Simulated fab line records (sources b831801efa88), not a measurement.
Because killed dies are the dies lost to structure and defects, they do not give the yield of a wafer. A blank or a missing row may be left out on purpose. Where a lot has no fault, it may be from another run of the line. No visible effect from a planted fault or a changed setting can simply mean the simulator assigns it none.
8D (eight disciplines) problem report, filled in by code -- flow sky130 -- the parts of the form that need people (team, actions taken, sign-off) are left out

== 1. THE ISSUE ==
At SKY_CAPM_METAL_ETCH_13, run_length_s averages 95.6 s over 6 wafers from 2 lots, while fault-free wafers read 91.5 s, standard deviation 0.42. Relative to the usual mean, that is a shift of +9.8 standard deviations.
The step: etches TiN in Cl2/BCl3, stops on SiO2, target depth 220 nm, time 62.9 s.
First observed at day 41 08:14: wafer L612.1, on rie_metal-04. Wafers with a number at this step in the record: 36, from 12 lots. The rule behind "out" and "out of limits": a value lying over 4 standard deviations away from the usual mean. Any other wafer with a number is counted as sound.

== 2. WHAT IT IS; WHAT IT IS NOT ==
question,is,is not
which readings at this step,run_length_s,drypump_motor_current_A
which lots,"L612, L617","L599, L605, L606, L607, L608, L609, L610, L619, L620, L622"
which wafers of those lots,all that have a number,-
read on which tools,rie_metal-04,"rie_metal-01, rie_metal-02"
when,from day 41 08:14,"up to then (21 sound wafers); but 9 sound wafers of L619, L620, L622 came after"

== 3. WHAT RULES OUT EACH SUSPECT ==
Counting: any tool at a process step up to the reading is kept as a suspect provided that every lot that is out went through it and no sound lot did after the first of them.
- rie_metal-04 at SKY_CAPM_METAL_ETCH_13 (etches TiN in Cl2/BCl3, stops on SiO2, target depth 220 nm, time 62.9 s): kept. It ran every lot that is out, first L612 (day 41 08:14), and no sound lot after that; its last sound lot up to then is L608 (day 40 05:48). On those wafers its own readings are out: run_length_s.
After counting, what remains is rie_metal-04 at SKY_CAPM_METAL_ETCH_13.

== 4. THE CAUSE (what the simulator had put in) ==
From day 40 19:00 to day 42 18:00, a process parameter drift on rie_metal-04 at SKY_CAPM_METAL_ETCH_13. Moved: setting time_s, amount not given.
After counting, this tool was the only one left.

== 5. THE EFFECT CHAIN, in route order ==
Each row: a reading whose mean over the struck wafers that have a number lies more than 3 standard deviations from the usual. Only readings for which the record gives a usual standard deviation are gone through. hours: the time from each lot's start at the first step in this table that gives one to its start at this step, as a median over the lots. sigmas: the change in usual standard deviations.
hours,step,reading,usual,on struck wafers,change,sigmas
0,SKY_CAPM_METAL_ETCH_13,oes_product_au,0.943 a.u.,0.911,-0.031,-3.1
0,SKY_CAPM_METAL_ETCH_13,run_length_s,91.5 s,95.6,+4.1,+9.8
0,SKY_CAPM_STRIP_14,strip_time_to_endpoint_s,12.66 s,12.53,-0.13,-3.6
24,SKY_METAL3_ETCH_17,oes_product_au,0.757 a.u.,0.716,-0.041,-5.9
The process steps in it:
- SKY_CAPM_METAL_ETCH_13: etches TiN in Cl2/BCl3, stops on SiO2, target depth 220 nm, time 62.9 s.
- SKY_CAPM_STRIP_14: strips in O2/N2.
- SKY_METAL3_ETCH_17: etches SiO2 in C4F8/O2/Ar, stops on TiN, time 3.9 s, target depth 15 nm.

== 6. HOW IT WOULD HAVE BEEN CAUGHT EARLIER ==
13 hours passed between the start of the fault at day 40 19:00 and the first reading out of limits in this record, taken at day 41 08:14.
